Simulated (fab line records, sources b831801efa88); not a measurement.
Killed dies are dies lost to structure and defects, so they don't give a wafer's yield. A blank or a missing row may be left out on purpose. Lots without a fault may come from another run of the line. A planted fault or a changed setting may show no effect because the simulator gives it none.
Which tool did it? | flow gf180mcu | 12 lots, 36 wafers sampled, at 5 steps of a route of 602

WHAT THE GAUGES READ, wafer by wafer
GF_V3_OVL_MEAS_15.
lot  | measured     | on         | V3_OVL (nm)
L322 | day 22 19:14 | overlay-01 | -8 -8 -3
L323 | day 23 02:07 | overlay-02 | 4 6 7
L324 | day 23 10:47 | overlay-02 | 3 3 8
L325 | day 23 16:50 | overlay-02 | 12 5 9
L326 | day 23 19:47 | overlay-01 | 7 -1 2
L335 | day 26 23:37 | overlay-01 | 5 -7 3
L336 | day 27 09:02 | overlay-01 | -7 -3 -6
L337 | day 27 20:22 | overlay-02 | 1 1 0
L338 | day 27 21:53 | overlay-01 | -8 -2 -9
L339 | day 28 05:26 | overlay-02 | -10 -12 -5
L340 | day 28 12:18 | overlay-01 | 1 2 7
L342 | day 29 18:26 | overlay-02 | 4 8 2

GF_V3_RS_MEAS_24: measures by four-point-probe.
lot  | measured     | on            | V3_W_RS (ohm/sq)
L322 | day 22 20:11 | film_metro-02 | 0.326 0.329 0.325
L323 | day 23 03:07 | film_metro-01 | 0.326 0.321 0.325
L324 | day 23 11:45 | film_metro-02 | 0.308 0.308 0.311
L325 | day 23 17:46 | film_metro-03 | 0.304 0.305 0.310
L326 | day 23 20:42 | film_metro-03 | 0.325 0.325 0.331
L335 | day 27 00:35 | film_metro-03 | 0.323 0.326 0.331
L336 | day 27 09:58 | film_metro-01 | 0.327 0.330 0.330
L337 | day 27 21:19 | film_metro-03 | 0.324 0.330 0.327
L338 | day 27 22:48 | film_metro-02 | 0.323 0.331 0.323
L339 | day 28 06:21 | film_metro-02 | 0.326 0.327 0.332
L340 | day 28 13:13 | film_metro-02 | 0.325 0.327 0.323
L342 | day 29 19:23 | film_metro-03 | 0.328 0.329 0.327

GF_V3_THK_MEAS_25: measures by xrf.
lot  | measured     | on            | V3_W_THK (nm)
L322 | day 22 20:17 | film_metro-02 | 347 340 345
L323 | day 23 03:14 | film_metro-01 | 347 351 347
L324 | day 23 11:51 | film_metro-02 | 371 371 366
L325 | day 23 17:53 | film_metro-03 | 372 370 365
L326 | day 23 20:49 | film_metro-03 | 347 347 341
L335 | day 27 00:42 | film_metro-03 | 354 349 345
L336 | day 27 10:05 | film_metro-01 | 343 344 342
L337 | day 27 21:26 | film_metro-03 | 351 346 347
L338 | day 27 22:55 | film_metro-02 | 347 336 345
L339 | day 28 06:28 | film_metro-02 | 344 342 338
L340 | day 28 13:20 | film_metro-02 | 346 343 348
L342 | day 29 19:30 | film_metro-03 | 350 345 349

WHICH TOOL RAN EACH LOT (tool, then ch and the chambers of the sampled wafers, then the start)
lot  | GF_V3_STRIP_18                       | GF_V3_CVD_23
L322 | plasma_asher-03 ch 0,1, day 22 19:25 | cvd_w-02 ch 0,1, day 22 20:04
L323 | plasma_asher-03 ch 0,1, day 23 02:17 | cvd_w-02 ch 0,1, day 23 02:59
L324 | plasma_asher-02 ch 0,1, day 23 10:58 | cvd_w-02 ch 0,1, day 23 11:38
L325 | plasma_asher-02 ch 0,1, day 23 17:00 | cvd_w-02 ch 0,1, day 23 17:38
L326 | plasma_asher-04 ch 0,1, day 23 19:57 | cvd_w-01 ch 0,1, day 23 20:35
L335 | plasma_asher-03 ch 0,1, day 26 23:47 | cvd_w-01 ch 0,1, day 27 00:28
L336 | plasma_asher-03 ch 0,1, day 27 09:12 | cvd_w-02 ch 0,1, day 27 09:50
L337 | plasma_asher-04 ch 0,1, day 27 20:32 | cvd_w-01 ch 0,1, day 27 21:13
L338 | plasma_asher-03 ch 0,1, day 27 22:03 | cvd_w-01 ch 0,1, day 27 22:41
L339 | plasma_asher-03 ch 0,1, day 28 05:36 | cvd_w-01 ch 0,1, day 28 06:14
L340 | plasma_asher-02 ch 0,1, day 28 12:28 | cvd_w-01 ch 0,1, day 28 13:06
L342 | plasma_asher-02 ch 0,1, day 29 18:36 | cvd_w-02 ch 0,1, day 29 19:16
- GF_V3_STRIP_18: strips in O2/N2.
- GF_V3_CVD_23: deposits W, target thk 350 nm, time 104.9 s.

WHAT THE TOOLS THEMSELVES READ (means of the sampled wafers that have a number; where no wafer has one, the mark that the record gives instead)
GF_V3_STRIP_18.
lot  | tool            | drypump_motor_current_A (A) | heater_power_w (W) | oes_product_au (a.u.)
L322 | plasma_asher-03 | 5.4                         | 326                | 0.589
L323 | plasma_asher-03 | 5.4                         | 335                | 0.593
L324 | plasma_asher-02 | 5.6                         | 364                | 0.582
L325 | plasma_asher-02 | 5.6                         | 365                | 0.593
L326 | plasma_asher-04 | 6.0                         | 310                | 0.584
L335 | plasma_asher-03 | 5.4                         | 333                | 0.589
L336 | plasma_asher-03 | 5.4                         | 332                | 0.584
L337 | plasma_asher-04 | 6.0                         | 307                | 0.587
L338 | plasma_asher-03 | 5.4                         | 333                | 0.589
L339 | plasma_asher-03 | 5.8                         | 336                | 0.591
L340 | plasma_asher-02 | 5.6                         | 363                | 0.585
L342 | plasma_asher-02 | 5.6                         | 365                | 0.588

GF_V3_CVD_23.
lot  | tool     | heater_power_w (W)
L322 | cvd_w-02 | 814
L323 | cvd_w-02 | 825
L324 | cvd_w-02 | 805
L325 | cvd_w-02 | 808
L326 | cvd_w-01 | 902
L335 | cvd_w-01 | 879
L336 | cvd_w-02 | 802
L337 | cvd_w-01 | 839
L338 | cvd_w-01 | 850
L339 | cvd_w-01 | 894
L340 | cvd_w-01 | 855
L342 | cvd_w-02 | 815

THE ANSWER, worked out from the rows above alone
Rule: what is usual is taken from the lots themselves. Put in order of their means at a reading, lots are off if they are a third of the lots or fewer, leave a main group of 4 or more, and stand apart from it by a gap of 3 or more times the standard deviation of the main group's means; of several such gaps the widest counts. A main group whose means are all the same, to the digits that the tables above print for the reading, isn't used. A lot without any number at a reading at which 4 lots or more have one is off too. The other lots that the step has rows for count as sound. The gauges are gone through in route order, then the tools' own readings, and for those a lot's mean is taken as printed above. The first step at which some lot is off is used, and at that step the reading that is off furthest; a lot without a number counts as furthest.
Off: L324, L325, at GF_V3_RS_MEAS_24 (V3_W_RS). The main group: mean 0.327 ohm/sq, standard deviation 0.0015.
A tool fits if, at a process step before that reading, it ran every lot that is off, and no sound lot after the first of them. The gauges at GF_V3_RS_MEAS_24 are tried like those tools. None of those tried fits.

WHAT THE SIMULATOR HAD PUT IN
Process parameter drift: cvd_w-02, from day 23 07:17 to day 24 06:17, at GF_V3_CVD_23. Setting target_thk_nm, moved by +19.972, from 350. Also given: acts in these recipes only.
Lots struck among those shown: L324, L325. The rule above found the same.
